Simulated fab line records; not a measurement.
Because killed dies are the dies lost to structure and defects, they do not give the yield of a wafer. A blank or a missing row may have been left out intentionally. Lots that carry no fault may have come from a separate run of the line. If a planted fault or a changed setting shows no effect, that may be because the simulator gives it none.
Struck lot and sound lot, side by side | flow sky130 | 21 steps out of a route of 708
Sound: these wafers, L350.1, L350.2, L350.6. Wafers L345.2, L345.3, L345.4 were the ones struck. The cause comes at the end.
For every step that has rows: the tool of each side, followed by ch and its chambers, followed by its first start. Under that, the readings that differ: sound wafers | struck wafers | difference of the means | sigmas: that difference in standard deviations of wafers without a fault.
alike: readings whose means differ by less than 2 such deviations, and words and numbers that are the same on both sides. not compared: withheld readings, readings that some wafer has no value for, bounds like >300 that may hide the same value, and numbers for which the record gives no deviation and whose values overlap.
Wherever a step has rows on one side only, a row that says differs or no value, or a row with sigmas, the two part there. Numbers that don't overlap but have no deviation are shown without sigmas and don't part them. A reading that every wafer of one side lacks parts them only if that side has two wafers or more.

first, 3 steps without rows for these wafers: SKY_VT_ADJUST_HVTP_EXPOSE_04 (exposes mask HVTPM, target cd 380 nm); SKY_VT_ADJUST_HVTP_PEB_05; SKY_VT_ADJUST_HVTP_DEVELOP_06 (develop time 60 s).
SKY_VT_ADJUST_HVTP_CD_MEAS_07: target cd 380 nm.
  struck on cd_sem-01, day 7 05:53; sound on cd_sem-02, day 9 07:04
  alike: cd_nm
SKY_VT_ADJUST_HVTP_OVL_MEAS_08:
  struck on overlay-02, day 7 05:59; sound on overlay-02, day 9 07:11
  alike: VT_ADJUST_HVTP_OVL
then, 1 step without rows for these wafers: SKY_VT_ADJUST_HVTP_IMPLANT_09.
SKY_VT_ADJUST_HVTP_STRIP_10: strips in O2/N2.
  sound on plasma_asher-02 ch 0,1, day 9 07:23; struck on plasma_asher-02 ch 0,1, day 7 06:10
  alike: drypump_motor_current_A, n2_flow_sccm, oes_product_au, strip_time_to_endpoint_s
  not compared: rf_hours_counter_h
SKY_VT_ADJUST_HVTP_TW_MEAS_11:
  struck on film_metro-02, day 7 06:17; sound on film_metro-01, day 9 07:29
  alike: VT_ADJUST_HVTP_TW
then, 4 steps without rows for these wafers: SKY_VT_ADJUST_LVTN_DEHYDRATE_00 (time 60 s); SKY_VT_ADJUST_LVTN_HMDS_01 (prime time 60 s); SKY_VT_ADJUST_LVTN_COAT_02 (resist thk 3000 nm); SKY_VT_ADJUST_LVTN_SOFTBAKE_03.
SKY_VT_ADJUST_LVTN_EXPOSE_04: exposes mask NWM COMPLEMENT LESS NATIVE, target cd 840 nm.
  sound on iline_stepper-02 ch 0, day 9 17:40; struck on iline_stepper-01 ch 0, day 7 16:18
  reading | sound                                                                                  | struck                  | difference | sigmas
  mask    | NWM_COMPLEMENT_LESS_NATIVE#0 NWM_COMPLEMENT_LESS_NATIVE#0 NWM_COMPLEMENT_LESS_NATIVE#0 | HVTPM#0 HVTPM#0 HVTPM#0 | differs    |
then, 2 steps without rows for these wafers: SKY_VT_ADJUST_LVTN_PEB_05; SKY_VT_ADJUST_LVTN_DEVELOP_06 (develop time 60 s).
SKY_VT_ADJUST_LVTN_OVL_MEAS_07:
  struck on overlay-01, day 8 02:26; sound on overlay-01, day 10 04:25
  reading                 | sound       | struck | difference                    | sigmas
  VT_ADJUST_LVTN_OVL (nm) | 2.7 3.3 1.7 | - - -  | no value on the struck wafers |
then, 1 step without rows for these wafers: SKY_VT_ADJUST_LVTN_IMPLANT_08.
SKY_VT_ADJUST_LVTN_STRIP_09: strips in O2/N2.
  sound on plasma_asher-03 ch 0,1, day 10 04:36; struck on plasma_asher-01 ch 0,1, day 8 02:37
  reading                      | sound             | struck            | difference | sigmas
  drypump_motor_current_A (A)  | 6.7 6.7 6.7       | 5.9 6.0 5.7       | -0.8       | -2
  strip_time_to_endpoint_s (s) | 37.05 37.17 37.17 | 36.95 36.97 36.94 | -0.18      | -2
  alike: n2_flow_sccm, oes_product_au
  not compared: rf_hours_counter_h
SKY_VT_ADJUST_LVTN_TW_MEAS_10:
  struck on film_metro-04, day 8 02:44; sound on film_metro-04, day 10 04:42
  reading           | sound             | struck         | difference | sigmas
  VT_ADJUST_LVTN_TW | 240.6 241.3 242.5 | 30.1 30.3 30.2 | -211.3     | -99 or more
then, 1 step without rows for these wafers: SKY_VT_ADJUST_LVTN_DEHYDRATE_11 (time 60 s).
-- here the record skips 38 days between the struck wafers' starts before and after, leaving off in module VT_ADJUST_LVTN and picking up in module PAD_OPEN (first step shown: number 708 of the route) --
SKY_PAD_OPEN_PROBE_99:
  struck on prober-02, day 46 08:22; sound on prober-01, day 48 10:16
  reading                                   | sound             | struck            | difference | sigmas
  killed_at_front_end                       | 14 14 12          | 405 424 416       | +402       | +91
  killed_dies                               | 77 86 83          | 492 492 492       | +410       | +46
  killed_on_rim                             | 16 13 14          | 96 96 96          | +82        | +20
  model.etest.tip_p.rs_ohm_sq               | 6886 6874 6891    | 6330 6416 6388    | -506       |
  model.etest.pfet_01v8.r_on_ohm_um         | 2833 2925 2934    | 2636 2661 2671    | -241       |
  model.etest.nfet_01v8_lvt.drive_ua_um     | 569.7 566.6 560.5 | 624.6 610.9 613   | +50.6      |
  model.etest.nfet_01v8.drive_ua_um         | 495.4 495.8 487.8 | 539 534.9 527     | +41        |
  model.etest.nfet_01v8_turned.drive_ua_um  | 492.1 497.6 484.6 | 540.3 533.5 526.9 | +42.1      |
  model.etest.nfet_01v8_swapped.drive_ua_um | 501.6 499.3 485.9 | 533.9 534.9 529.7 | +37.2      |
  model.etest.pfet_01v8.drive_ua_um         | 196.5 190.4 188.7 | 229.5 225.8 226.4 | +35.4      |
  model.etest.pfet_01v8_mvt.drive_ua_um     | 153.7 150.6 148.8 | 183.3 180.9 182.3 | +31.1      |
  alike: killed_at_M0_to_M3, killed_at_M4_up, killed_at_contacts, killed_at_other, killed_open, killed_short

## WHERE THEY PART
Last at SKY_PAD_OPEN_PROBE_99 as far as this record goes, first at SKY_VT_ADJUST_LVTN_EXPOSE_04.

WHY: what the simulator had put in
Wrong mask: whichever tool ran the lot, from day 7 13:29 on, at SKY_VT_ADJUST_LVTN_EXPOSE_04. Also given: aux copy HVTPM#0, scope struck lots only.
